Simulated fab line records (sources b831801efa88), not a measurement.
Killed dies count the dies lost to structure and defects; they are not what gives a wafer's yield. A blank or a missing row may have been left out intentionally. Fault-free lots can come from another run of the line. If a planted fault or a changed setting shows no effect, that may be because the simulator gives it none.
Chamber matching    flow gf180mcu    cmp-01 running GF_V3_CMP_04: 4 sister chambers
The step polishes SiO2. 8 wafers are shown with their chamber, then 7 later ones without.

== EACH WAFER AND ITS CHAMBER ==
wafer   chamber  motor_current_A (A)  time_to_endpoint_s (s)
L219.2  3        13.7                 86
L219.3  1        15.0                 92
L223.2  3        13.2                 81
L223.5  2        13.9                 83
L226.4  2        14.5                 82
L226.6  0        12.3                 92
L235.2  1        15.0                 88
L235.5  0        13.3                 88

== WAFERS WITH NO CHAMBER GIVEN ==
wafer   motor_current_A (A)  time_to_endpoint_s (s)
L235.6  14.9                 90
L238.2  15.2                 88
L238.4  14.0                 74
L238.5  14.4                 88
L240.1  13.9                 81
L240.4  12.7                 90
L240.6  13.9                 74

== CHAMBER TAKEN BY EACH ==
wafer    from the rows above            in truth
L235.6   1                              1
L238.2   1                              1
L238.4   can't be placed: 2 or 3        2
L238.5   can't be placed: 1 or 2 or 3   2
L240.1   can't be placed: 2 or 3        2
L240.4   0                              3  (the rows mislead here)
L240.6   can't be placed: 2 or 3        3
Correctly placed: 2 of 7. Can't be placed from these rows: 4 (the true chamber is among the candidates in 4). Number placed wrongly: 1.
How it was worked out, from the rows above alone: a wafer's distance from a chamber is the root of the sum, over the readings, of the square of ((its reading less the chamber's mean) divided by the reading's scatter). The wafer belongs to the nearest chamber; if the next one is less than 2 further off, it can't be placed. Each chamber's mean is taken over the wafers shown for it. How the scatter is found: for the shown wafers, subtract from each reading the mean of its chamber, square and add these, divide the total by (wafers less chambers), then take the root.
